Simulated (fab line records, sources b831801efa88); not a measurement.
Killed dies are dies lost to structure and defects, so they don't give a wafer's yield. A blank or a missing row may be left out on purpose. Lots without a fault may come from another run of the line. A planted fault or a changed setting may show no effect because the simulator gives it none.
Which tool did it? | flow gf180mcu | 6 lots, 18 wafers sampled, at 3 steps of a route of 602

WHAT THE GAUGES READ, wafer by wafer
GF_NSD_OVL_MEAS_08.
lot  | measured     | on         | NSD_OVL (nm)
L350 | day 13 21:47 | overlay-01 | -2.2 -2.0 -2.9
L355 | day 15 16:17 | overlay-02 | -0.3 0.4 -0.4
L357 | day 16 05:47 | overlay-02 | -1.1 -2.3 -1.6
L361 | day 17 14:47 | overlay-01 | -1.3 -2.2 -1.0
L366 | day 19 13:24 | overlay-01 | -3.2 -3.1 -3.3
L370 | day 20 19:25 | overlay-01 | -2.3 -1.1 -2.1

WHICH TOOL RAN EACH LOT (tool, then ch and the chambers of the sampled wafers, then the start)
lot  | GF_LVPWELL_COAT_02               | GF_LVPWELL_STRIP_10
L350 | litho_track-01 ch 0, day 4 01:14 | plasma_asher-03 ch 0,1, day 4 09:03
L355 | litho_track-03 ch 0, day 5 05:07 | plasma_asher-01 ch 0,1, day 5 12:48
L357 | litho_track-03 ch 0, day 5 15:58 | plasma_asher-03 ch 0,1, day 5 23:45
L361 | litho_track-01 ch 0, day 6 12:46 | plasma_asher-03 ch 0, day 6 20:48
L366 | litho_track-01 ch 0, day 7 19:07 | plasma_asher-03 ch 0,1, day 8 02:56
L370 | litho_track-03 ch 0, day 8 14:52 | plasma_asher-03 ch 0,1, day 8 23:30
- GF_LVPWELL_COAT_02: resist thk 3000 nm.
- GF_LVPWELL_STRIP_10: strips in O2/N2.

THE ANSWER, worked out from the rows above alone
Rule: what is usual is taken from the lots themselves. Put in order of their means at a reading, lots are off if they are a third of the lots or fewer, leave a main group of 4 or more, and stand apart from it by a gap of 3 or more times the standard deviation of the main group's means; of several such gaps the widest counts. A main group whose means are all the same, to the digits that the tables above print for the reading, isn't used. A lot without any number at a reading at which 4 lots or more have one is off too. The other lots that the step has rows for count as sound.
No lot is off at any reading shown: from this, nothing can be told.

WHAT THE SIMULATOR HAD PUT IN
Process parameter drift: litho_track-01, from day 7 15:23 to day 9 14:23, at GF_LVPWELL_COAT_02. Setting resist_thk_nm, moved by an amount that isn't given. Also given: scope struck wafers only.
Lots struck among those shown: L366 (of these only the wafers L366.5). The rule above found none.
